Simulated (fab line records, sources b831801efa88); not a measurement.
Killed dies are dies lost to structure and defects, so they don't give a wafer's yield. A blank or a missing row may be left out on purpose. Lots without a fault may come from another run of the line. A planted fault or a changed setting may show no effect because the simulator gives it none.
fab line records | flow sky130
record lots=12 wafers=36 last_day=49
route steps=708 shown VIA3@576 METAL4@634 METAL5@675 PASSIVATION@682 PAD_OPEN@708
lots that met no fault: from a run of the same line without faults
start_h: hours from the record's first day to the start of the lot's first wafer shown | wait_h: hours since the lot's step before | " the same as in the row above | L1.1+2: a row that stands for several wafers | - no value, or no start given | * or withheld: withheld | < > ~ a bound
route shown NAME@n: a module of which the file shows steps, and the number in the route of the first | usual: mean/standard deviation of fault-free wafers | same: alike in all rows | chamber/n: place in a boat | sites: the reading at each site | _std_site: their standard deviation | _edge_site: outer sites' mean less inner sites' | radius_mm: how far each site lies from the wafer's centre | mask NAME#n: copy n | behind: the tool/chamber that last shaped the wafer | hold: why the lot was held/for how many hours/how that ended | device: the transistor (n, p or np) that didn't switch | end of line: the same wafers' tests at the end of the route | a step without rows: its recipe alone | killed: dies lost to structure and defects at the first sort, not the wafer's yield | map: a wafer's dies, x killed, . not, _ none there
set.NAME: the setting as run; set.NAME@STEP: as run at that earlier step | model.NAME: the simulator's own value behind a step, which no gauge read
steps of the route over a sample of lots; a table a step, a row a wafer
services: from which hour (start_h, from the record's first day; less than 0 if before it) a tool's chamber was out of use, for how many hours, and why
## steps
# step SKY_VIA3_BOW_MEAS_03
# recipe mode=bow
# usual VIA3_BOW=80/8.5
# columns lot.wafer tool chamber start_h wait_h VIA3_BOW[um]
L146.3 film_metro-01 - 891.59 0.2 74
L146.5 " - " " 78
L146.6 " - " " 86
L147.1 film_metro-01 - 898.08 0.1 69
L147.5 " - " " 74
L147.6 " - " " 79
L148.3 film_metro-02 - 909.04 0.3 96
L148.4 " - " " 68
L148.6 " - " " 87
L149.1 film_metro-04 - 918.42 0.2 81
L149.2 " - " " 68
L149.4 " - " " 71
L150.4 film_metro-02 - 946.03 0.2 86
L150.5 " - " " 62
L150.6 " - " " 71
L154.1 film_metro-04 - 953.49 0.2 72
L154.2 " - " " 65
L154.4 " - " " 85
L155.1 film_metro-04 - 979.81 0.1 90
L155.4 " - " " 71
L155.6 " - " " 76
L156.1 film_metro-01 - 982.42 0.2 77
L156.2 " - " " 71
L156.3 " - " " 81
L159.1 film_metro-02 - 995.12 0.1 83
L159.5 " - " " 89
L159.6 " - " " 83
L162.1 film_metro-04 - 1008.26 0.2 109
L162.3 " - " " 95
L162.5 " - " " 94
L163.1 film_metro-01 - 1013.85 0.1 73
L163.3 " - " " 94
L163.6 " - " " 88
L164.2 film_metro-02 - 1024.13 0.2 85
L164.3 " - " " 83
L164.6 " - " " 71
# step SKY_METAL4_METAL_ETCH_18
# recipe target_depth_a=8450 stop_on=SiO2 over_etch_frac=0.3 time_s=183.1 chemistry=Cl2/BCl3 resist_sidewall_deg=88 pressure_mtorr=10 icp_w=900 bias_w=48.5 Cl2_flow_sccm=60 bcl3_flow_sccm=30
# usual drypump_motor_current_A=5.8/0.6 oes_product_au=0.866/0.0063 throttle_valve_pct=22.264/0.0093
# columns lot.wafer tool chamber start_h wait_h drypump_motor_current_A oes_product_au rf_hours_counter_h throttle_valve_pct
L146.3 rie_metal-03 0 967.34 0.1 6.6 0.864 - 22.273
L146.5 " 0 " " 6.6 0.873 - 22.263
L146.6 " 1 " " 5.4 0.869 - 22.274
L147.1 rie_metal-02 0 974.03 0.0 5.6 0.864 12 22.277
L147.5 " 0 " " 5.7 0.870 - 22.263
L147.6 " 1 " " 5.6 0.864 - 22.245
L148.3 rie_metal-04 0 982.97 0.1 6.2 0.848 - 22.263
L148.4 " 1 " " 4.9 0.857 - 22.271
L148.6 " 0 " " 6.2 0.860 - 22.255
L149.1 rie_metal-04 0 993.28 0.0 6.2 0.863 11 22.269
L149.2 " 1 " " 4.9 0.858 20 22.266
L149.4 " 0 " " 6.2 0.876 - 22.267
L150.4 rie_metal-03 1 1018.85 0.1 5.5 0.874 - 22.268
L150.5 " 1 " " 5.4 0.864 - 22.251
L150.6 " 0 " " 6.6 0.871 - 22.267
L154.1 rie_metal-04 0 1027.24 0.0 6.2 0.864 13 22.278
L154.2 " 1 " " 4.8 0.860 22 22.274
L154.4 " 0 " " 6.2 0.866 - 22.270
L155.1 rie_metal-04 0 1053.82 0.0 6.2 0.860 15 22.261
L155.4 " 1 " " 4.8 0.867 - 22.265
L155.6 " 0 " " 6.2 0.869 - 22.267
L156.1 rie_metal-04 0 1054.78 0.0 6.2 0.872 15 22.268
L156.2 " 1 " " 4.9 0.871 23 22.266
L156.3 " 1 " " 4.9 0.873 - 22.281
L159.1 rie_metal-02 0 1061.71 0.0 5.6 0.867 17 22.261
L159.5 " 1 " " 5.6 0.880 - 22.251
L159.6 " 0 " " 5.6 0.871 - 22.263
L162.1 rie_metal-04 0 1076.79 0.0 6.1 0.869 18 22.271
L162.3 " 0 " " 6.2 0.868 - 22.254
L162.5 " 0 " " 6.2 0.869 - 22.265
L163.1 rie_metal-03 0 1081.22 0.0 6.6 0.870 14 22.249
L163.3 " 0 " " 6.6 0.867 - 22.264
L163.6 " 0 " " 6.6 0.879 - 22.279
L164.2 rie_metal-04 1 1088.49 0.0 4.8 0.869 1 22.280
L164.3 " 1 " " 4.8 0.859 - 22.246
L164.6 " 0 " " 6.2 0.863 - 22.264
# step SKY_METAL5_DESCUM_14
# recipe chemistry=O2 source_power_w=150 bias_power_w=0 pressure_mtorr=10 temp_c=40 time_s=11
# usual drypump_motor_current_A=5.6/0.38 oes_product_au=0.996/0.0062
# columns lot.wafer tool chamber start_h wait_h drypump_motor_current_A oes_product_au rf_hours_counter_h
L146.3 rie_metal-02 1 1017.38 0.1 5.6 0.990 -
L146.5 " 0 " " 5.6 0.992 -
L146.6 " 1 " " 5.6 0.984 -
L147.1 rie_metal-01 1 1024.68 0.1 5.2 0.997 6
L147.5 " 0 " " 5.6 0.990 -
L147.6 " 1 " " 5.2 0.988 -
L148.3 rie_metal-01 1 1032.08 0.1 5.2 1.003 -
L148.4 " 0 " " 5.6 1.007 -
L148.6 " 0 " " 5.6 1.003 -
L149.1 rie_metal-03 1 1041.42 0.1 5.4 0.997 25
L149.2 " 0 " " 6.6 0.999 11
L149.4 " 1 " " 5.4 0.990 -
L150.4 rie_metal-03 0 1061.83 0.1 6.6 0.999 -
L150.5 " 0 " " 6.6 0.996 -
L150.6 " 1 " " 5.4 0.989 -
L154.1 rie_metal-01 1 1072.62 0.1 5.2 0.994 9
L154.2 " 0 " " 5.6 0.991 18
L154.4 " 0 " " 5.6 1.006 -
L155.1 rie_metal-01 0 1097.18 0.1 5.6 0.999 20
L155.4 " 0 " " 5.6 0.995 -
L155.6 " 1 " " 5.2 0.998 -
L156.1 rie_metal-03 0 1098.78 0.1 6.6 0.996 16
L156.2 " 1 " " 5.4 0.991 29
L156.3 " 1 " " 5.4 0.993 -
L159.1 rie_metal-02 1 1106.02 0.1 5.6 0.989 14
L159.5 " 0 " " 5.6 1.004 -
L159.6 " 1 " " 5.7 0.998 -
L162.1 rie_metal-02 0 1119.72 0.1 5.6 1.000 21
L162.3 " 1 " " 5.6 0.998 -
L162.5 " 0 " " 5.6 0.999 -
L163.1 rie_metal-02 1 1124.87 0.1 5.6 0.990 15
L163.3 " 0 " " 5.6 0.987 -
L163.6 " 1 " " 5.6 0.980 -
L164.2 rie_metal-03 1 1129.78 0.1 5.4 0.997 1
L164.3 " 0 " " 6.6 0.987 -
L164.6 " 0 " " 6.6 0.984 -
# step SKY_PASSIVATION_THK_MEAS_01
# recipe reads=SiO2_of_PASSIVATION_CVD_00
# usual PASSIVATION_CVD_00_THK=89.9/1.1
# columns lot.wafer tool chamber start_h wait_h PASSIVATION_CVD_00_THK[nm]
L146.3 film_metro-01 - 1018.28 - 89.5
L146.5 " - " " 91.1
L146.6 " - " " 90.2
L147.1 film_metro-02 - 1025.57 - 90.2
L147.5 " - " " 91.5
L147.6 " - " " 91.6
L148.3 film_metro-01 - 1033.41 - 90.3
L148.4 " - " " 91.3
L148.6 " - " " 91.1
L149.1 film_metro-04 - 1042.30 - 89.5
L149.2 " - " " 89.1
L149.4 " - " " 91.3
L150.4 film_metro-04 - 1062.77 - 89.8
L150.5 " - " " 89.6
L150.6 " - " " 90.4
L154.1 film_metro-01 - 1073.54 - 88.8
L154.2 " - " " 89.8
L154.4 " - " " 91.1
L155.1 film_metro-04 - 1098.15 - 90.0
L155.4 " - " " 90.8
L155.6 " - " " 91.3
L156.1 film_metro-04 - 1099.77 - 88.2
L156.2 " - " " 90.0
L156.3 " - " " 89.3
L159.1 film_metro-02 - 1106.90 - 90.0
L159.5 " - " " 91.8
L159.6 " - " " 92.3
L162.1 film_metro-02 - 1120.65 - 91.2
L162.3 " - " " 90.0
L162.5 " - " " 92.7
L163.1 film_metro-02 - 1125.84 - 89.3
L163.3 " - " " 89.2
L163.6 " - " " 88.9
L164.2 film_metro-04 - 1130.72 - 89.1
L164.3 " - " " 87.5
L164.6 " - " " 90.3
# step SKY_PAD_OPEN_PROBE_99
# usual defect_limited_yield=82.5/1.9 killed_at_M0_to_M3=44/6.6 killed_at_M4_up=3.0/2 killed_at_contacts=24/5.1 killed_at_front_end=15/4.1 killed_at_other=0.4/0.62 killed_dies=86/9.3 killed_on_rim=17/3.7 killed_open=46/6.8 killed_short=40/5.8 sort_bin_3_pad_short=0.8/0.4 sort_bin_5_function=10.3/1.4 sort_bin_6_memory=6.4/1 sort_n_pass=406/9.3 sort_yield_pct=82.5/1.9
# same gross_dies=492 killed_at_back_side=0 sort_bin_4_leakage[%]=0 sort_bin_8_speed[%]=0
# columns lot.wafer tool chamber start_h wait_h defect_limited_yield[%] killed_at_M0_to_M3 killed_at_M4_up killed_at_contacts killed_at_front_end killed_at_other killed_dies killed_on_rim killed_open killed_short sort_bin_3_pad_short[%] sort_bin_5_function[%] sort_bin_6_memory[%] sort_n_pass sort_yield_pct[%]
L162.1 prober-01 - 1159.87 0.1 74.6 42 42 28 13 0 125 38 41 44 3.0 15.0 7.3 367 74.6
L162.3 prober-01 - 1159.97 0.2 73.4 57 38 25 11 0 131 27 55 40 3.9 14.0 8.7 361 73.4
L162.5 prober-01 - 1160.07 0.2 73.8 45 37 34 13 0 129 31 60 35 3.3 15.7 7.3 363 73.8
L164.2 prober-01 - 1169.43 0.1 81.3 45 2 22 23 0 92 12 43 49 1.6 10.2 6.9 400 81.3
L164.3 prober-01 - 1169.48 0.2 83.1 41 1 26 14 1 83 21 51 32 0.6 9.8 6.5 409 83.1
L164.6 prober-01 - 1169.63 0.2 78.9 41 37 20 6 0 104 25 40 31 4.1 12.0 5.1 388 78.9
# killed by level:class
L162.1 METAL4:unspecified=40 VIA1:geometric_particle:open=10 LOCAL_INTERCONNECT:geometric_particle:short=7 FIELD_ISO:geometric_particle:short=6 CONTACT:geometric_particle:short=6 CONTACT:geometric_particle:open=6 METAL2:geometric_particle:short=6 VIA2:geometric_particle:open=5
L162.3 METAL4:unspecified=36 VIA2:geometric_particle:open=13 CONTACT:geometric_particle:open=13 VIA1:geometric_particle:open=8 VIA3:geometric_particle:open=8 METAL2:geometric_particle:short=7 VIA3:geometric_particle:short=7 CONTACT:geometric_particle:short=6
L162.5 METAL4:unspecified=34 VIA1:geometric_particle:open=12 CONTACT:geometric_particle:open=12 LI_CONTACT:geometric_particle:open=10 VIA3:geometric_particle:open=8 LOCAL_INTERCONNECT:geometric_particle:short=7 METAL1:geometric_particle:short=6 CONTACT:geometric_particle:short=5
L164.2 CONTACT:geometric_particle:open=10 METAL1:geometric_particle:short=7 POLY_GATE:geometric_particle:open=6 VIA1:geometric_particle:open=6 VIA1:geometric_particle:short=6 VIA3:geometric_particle:open=6 FIELD_ISO:geometric_particle:short=5 LOCAL_INTERCONNECT:geometric_particle:short=5
L164.3 CONTACT:geometric_particle:open=11 VIA2:geometric_particle:open=9 CONTACT:geometric_particle:short=6 METAL1:geometric_particle:short=6 VIA3:geometric_particle:open=6 VIA1:geometric_particle:open=6 POLY_GATE:geometric_particle:open=5 FIELD_ISO:geometric_particle:open=4
L164.6 METAL4:unspecified=33 LI_CONTACT:geometric_particle:open=9 CONTACT:geometric_particle:open=7 METAL1:geometric_particle:short=7 VIA1:geometric_particle:open=7 VIA2:geometric_particle:open=7 METAL2:geometric_particle:short=5 METAL4:geometric_particle:short=4
## services
# columns tool chamber start_h hours kind
rie_metal-02 - 978.21 2.8 pm
rie_metal-04 1 1010.47 11.9 repair
rie_metal-01 - 1033.87 2.8 pm
rie_metal-02 - 1044.76 1.2 repair
rie_metal-04 1 1055.00 - clean
rie_metal-04 1 1055.00 21.9 scheduled_down
rie_metal-04 1 1055.00 21.9 vent_cycle
rie_metal-02 - 1067.04 14.8 repair
rie_metal-03 0 1068.25 6.1 repair
rie_metal-01 - 1076.49 0.7 repair
rie_metal-03 1 1078.08 8.3 repair
rie_metal-03 - 1082.06 1.4 pm
rie_metal-03 1 1102.17 - clean
rie_metal-03 1 1102.17 13.2 scheduled_down
rie_metal-03 1 1102.17 13.2 vent_cycle
rie_metal-02 - 1113.10 1.4 pm
rie_metal-04 1 1126.44 15.3 repair
## key
first_sign step=SKY_PAD_OPEN_PROBE_99 reading=killed_at_M4_up direction=up sigmas=18 usual=3.0 struck=38.5
effect step=SKY_PAD_OPEN_PROBE_99 reading=sort_bin_3_pad_short direction=up sigmas=6.8 usual=0.8 struck=3.6
met_at SKY_METAL4_METAL_ETCH_18
struck_lots L162,L164
struck_wafers L162.1,L162.3,L162.5,L164.6
not_acting_at SKY_VIA3_BOW_MEAS_03,SKY_METAL5_DESCUM_14,SKY_PASSIVATION_THK_MEAS_01
onset_between 1054.78 1076.79
fault kind=chamber_particle_source tool=rie_metal-04 chamber=0 onset_h=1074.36 steps=SKY_METAL4_METAL_ETCH_18 rate_per_visit_cm2=1.7154 end_h=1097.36
